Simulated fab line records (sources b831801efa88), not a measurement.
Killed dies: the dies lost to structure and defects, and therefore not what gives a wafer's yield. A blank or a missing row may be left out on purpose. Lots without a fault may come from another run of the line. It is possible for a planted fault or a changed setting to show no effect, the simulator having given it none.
Comparing a struck lot with a sound one    flow gf180mcu    44 steps out of a route of 602
Sound: wafers L530.1, L530.4, L530.5. The struck wafers were L546.1, L546.3, L546.6. Last of all comes the cause.
At each step with rows: each side's tool, then ch and its chambers, then its first start. Under that, the readings that differ: sound wafers    struck wafers    difference of the means    sigmas: that difference in standard deviations of wafers without a fault.
alike: a reading whose means differ by less than 2 such deviations, as well as words and numbers matching on both sides. not compared: withheld readings; readings where some wafer has no value; bounds like >300 that might hide an equal value; numbers whose values overlap and for which the record gives no deviation.
Wherever a step has rows on one side only, a row that says differs or no value, or a row with sigmas, the two part there. Non-overlapping numbers with no deviation appear without sigmas and do not part them. A reading that every wafer of one side lacks parts them only if that side has two wafers or more.

first, 2 steps without rows for these wafers: GF_MVSD_IMPLANT_08; GF_MVSD_IMPLANT_09.
GF_MVSD_STRIP_10: strips in O2/N2.
  sound on plasma asher-04 ch 0,1, day 5 04:11; struck on plasma asher-01 ch 0,1, day 9 02:28
  alike: drypump motor current A, heater power w, oes product au, strip time to endpoint s
  not compared: rf hours counter h
GF_MVSD_TW_MEAS_11:
  sound on film metro-04 at day 5 04:17; struck on film metro-01 at day 9 02:34
reading  sound           struck          difference  sigmas
MVSD_TW  1587 1590 1597  1565 1552 1570  -29         -3
then, 7 steps without rows for these wafers: GF_MVPSD_DEHYDRATE_00 (time 60 s); GF_MVPSD_HMDS_01 (prime time 60 s); GF_MVPSD_COAT_02 (resist thk 3000 nm); GF_MVPSD_SOFTBAKE_03; GF_MVPSD_EXPOSE_04 (exposes mask MVPSD, target cd 1000 nm); GF_MVPSD_PEB_05; GF_MVPSD_DEVELOP_06 (develop time 60 s).
GF_MVPSD_OVL_MEAS_07:
  sound on overlay-01 at day 5 18:09; struck on overlay-01 at day 9 19:32
  alike: MVPSD_OVL
GF_MVPSD_IMPLANT_08:
  sound on implanter-03 ch 0, day 5 18:11; struck on implanter-03 ch 0, day 9 19:34
reading             sound                 struck             difference  sigmas
tilt deg (degrees)  -0.012 -0.005 -0.036  4.211 4.219 4.211  +4.231      +99 or more
then, 1 step without rows for these wafers: GF_MVPSD_IMPLANT_09.
GF_MVPSD_STRIP_10: strips in O2/N2.
  sound on plasma asher-01 ch 0,1, day 5 18:29; struck on plasma asher-01 ch 0,1, day 9 19:52
  alike: drypump motor current A, heater power w, oes product au, strip time to endpoint s
  not compared: rf hours counter h
GF_MVPSD_TW_MEAS_11:
  sound on film metro-04 at day 5 18:35; struck on film metro-04 at day 9 19:58
reading   sound        struck       difference  sigmas
MVPSD_TW  554 556 554  610 611 610  +56         +15
then, 7 steps without rows for these wafers: GF_VT_IMPLANT_DEHYDRATE_00 (time 60 s); GF_VT_IMPLANT_HMDS_01 (prime time 60 s); GF_VT_IMPLANT_COAT_02 (resist thk 1000 nm); GF_VT_IMPLANT_SOFTBAKE_03 (time 60 s); GF_VT_IMPLANT_EXPOSE_04 (exposes mask LVPWELL LV AREA, target cd 600 nm); GF_VT_IMPLANT_PEB_05; GF_VT_IMPLANT_DEVELOP_06 (develop time 60 s).
GF_VT_IMPLANT_OVL_MEAS_07:
  sound on overlay-01 at day 6 09:25; struck on overlay-01 at day 10 13:48
  alike: VT_IMPLANT_OVL
then, 1 step without rows for these wafers: GF_VT_IMPLANT_IMPLANT_08.
GF_VT_IMPLANT_STRIP_09: strips in O2/N2.
  sound on plasma asher-01 ch 0,1, day 6 09:36; struck on plasma asher-01 ch 0,1, day 10 13:59
  alike: drypump motor current A, heater power w, oes product au, strip time to endpoint s
  not compared: rf hours counter h
GF_VT_IMPLANT_TW_MEAS_10:
  sound on film metro-01 at day 6 09:42; struck on film metro-03 at day 10 14:05
  alike: VT_IMPLANT_TW
then, 7 steps without rows for these wafers: GF_VT_IMPLANT_DEHYDRATE_11 (time 60 s); GF_VT_IMPLANT_HMDS_12 (prime time 60 s); GF_VT_IMPLANT_COAT_13 (resist thk 1000 nm); GF_VT_IMPLANT_SOFTBAKE_14 (time 60 s); GF_VT_IMPLANT_EXPOSE_15 (exposes mask Nwell LV AREA, target cd 860 nm); GF_VT_IMPLANT_PEB_16; GF_VT_IMPLANT_DEVELOP_17 (develop time 60 s).
GF_VT_IMPLANT_OVL_MEAS_18:
  sound on overlay-02 at day 7 00:40; struck on overlay-01 at day 11 08:34
reading                 sound           struck        difference  sigmas
VT_IMPLANT_01_OVL (nm)  -3.3 -2.6 -1.8  0.7 0.5 -0.1  +2.9        +2
then, 1 step without rows for these wafers: GF_VT_IMPLANT_IMPLANT_19.
GF_VT_IMPLANT_STRIP_20: strips in O2/N2.
  sound on plasma asher-02 ch 0,1, day 7 00:51; struck on plasma asher-02 ch 0,1, day 11 08:45
  alike: drypump motor current A, heater power w, oes product au, strip time to endpoint s
  not compared: rf hours counter h
GF_VT_IMPLANT_TW_MEAS_21:
  sound on film metro-04 at day 7 00:57; struck on film metro-04 at day 11 08:51
  alike: VT_IMPLANT_2_TW
then, 4 steps without rows for these wafers: GF_VT_IMPLANT_DEHYDRATE_22 (time 60 s); GF_VT_IMPLANT_HMDS_23 (prime time 60 s); GF_VT_IMPLANT_COAT_24 (resist thk 1000 nm); GF_VT_IMPLANT_SOFTBAKE_25 (time 60 s).
GF_VT_IMPLANT_RS_MEAS_49: measurement is done with a four-point probe.
  sound on film metro-02 at day 8 09:34; struck on film metro-04 at day 13 00:00
reading            sound                 struck                difference  sigmas
MVPSD_RS (ohm/sq)  1168.4 1167.7 1171.7  1351.2 1352.0 1345.5  +180.3      +67
-- record jumps: 21 days separate the struck wafers' starts on either side; left off in module VT_IMPLANT, taken up again in module PASSIVATION, whose first shown step is the route's number 602 --
GF_PASSIVATION_PROBE_99:
  the record has rows for the struck wafers here (prober-01, day 34 08:54) and none for the sound ones

WHERE THEY PART
Last at GF_PASSIVATION_PROBE_99 as far as this record goes, first at GF_MVSD_TW_MEAS_11.

WHY: what the simulator had put in
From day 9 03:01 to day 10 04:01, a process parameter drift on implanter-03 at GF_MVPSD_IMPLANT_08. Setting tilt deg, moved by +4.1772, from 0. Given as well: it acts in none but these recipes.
